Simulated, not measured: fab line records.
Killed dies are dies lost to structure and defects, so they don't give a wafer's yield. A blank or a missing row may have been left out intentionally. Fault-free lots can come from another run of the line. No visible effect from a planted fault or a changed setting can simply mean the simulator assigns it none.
Matching of chambers + flow gf180mcu + GF_V1_CMP_26 on cmp-02: 4 sister chambers
The step polishes, stops on SiO2, t overpolish 15 s, target thk 0 nm. 8 wafers are shown with their chamber, then 12 later ones without.

WAFERS PAIRED WITH THEIR CHAMBERS
| wafer  | chamber | motor-current-A (A) | time-to-endpoint-s (s) |
|--------|---------|---------------------|------------------------|
| L086.2 | 3       | 8.2                 | 80                     |
| L087.5 | 0       | 13.1                | 80                     |
| L088.5 | 2       | 9.7                 | 90                     |
| L089.1 | 0       | 12.7                | 87                     |
| L089.2 | 3       | 8.8                 | 83                     |
| L090.1 | 2       | 10.1                | 93                     |
| L090.3 | 1       | 12.6                | 90                     |
| L090.5 | 1       | 12.0                | 85                     |

WAFERS WITH NO CHAMBER GIVEN
| wafer  | motor-current-A (A) | time-to-endpoint-s (s) |
|--------|---------------------|------------------------|
| L092.3 | 12.9                | 81                     |
| L092.5 | 12.5                | 81                     |
| L092.6 | 12.7                | 81                     |
| L093.1 | 12.6                | 80                     |
| L093.4 | 8.7                 | 79                     |
| L093.6 | 12.7                | 82                     |
| L094.2 | 12.4                | 83                     |
| L094.4 | 13.0                | 79                     |
| L094.5 | 8.7                 | 81                     |
| L097.1 | 12.6                | 83                     |
| L097.3 | 14.1                | 82                     |
| L097.5 | 8.4                 | 79                     |

WHICH CHAMBER EACH ONE RAN IN
| wafer  | from the rows above     | in truth |
|--------|-------------------------|----------|
| L092.3 | can't be placed: 0 or 1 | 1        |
| L092.5 | can't be placed: 0 or 1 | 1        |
| L092.6 | can't be placed: 0 or 1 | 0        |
| L093.1 | can't be placed: 0 or 1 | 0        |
| L093.4 | 3                       | 3        |
| L093.6 | can't be placed: 0 or 1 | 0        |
| L094.2 | can't be placed: 1 or 0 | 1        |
| L094.4 | can't be placed: 0 or 1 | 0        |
| L094.5 | 3                       | 3        |
| L097.1 | can't be placed: 0 or 1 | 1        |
| L097.3 | can't be placed: 0 or 1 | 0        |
| L097.5 | 3                       | 3        |
Correct placement for 3 of the 12. Unplaceable from these rows: 9, with the true chamber sitting among the candidates in 9. Number placed wrongly: 0.
How it was worked out, from the rows above alone: a wafer's distance from a chamber is the root of the sum, over the readings, of the square of ((its reading less the chamber's mean) divided by the reading's scatter). If the next closest chamber is less than 2 further off than the closest, the wafer can't be placed; otherwise it belongs to the closest. Each chamber's mean is taken over the wafers shown for it. How the scatter is found: for the shown wafers, subtract from each reading the mean of its chamber, square and add these, divide the total by (wafers less chambers), then take the root.
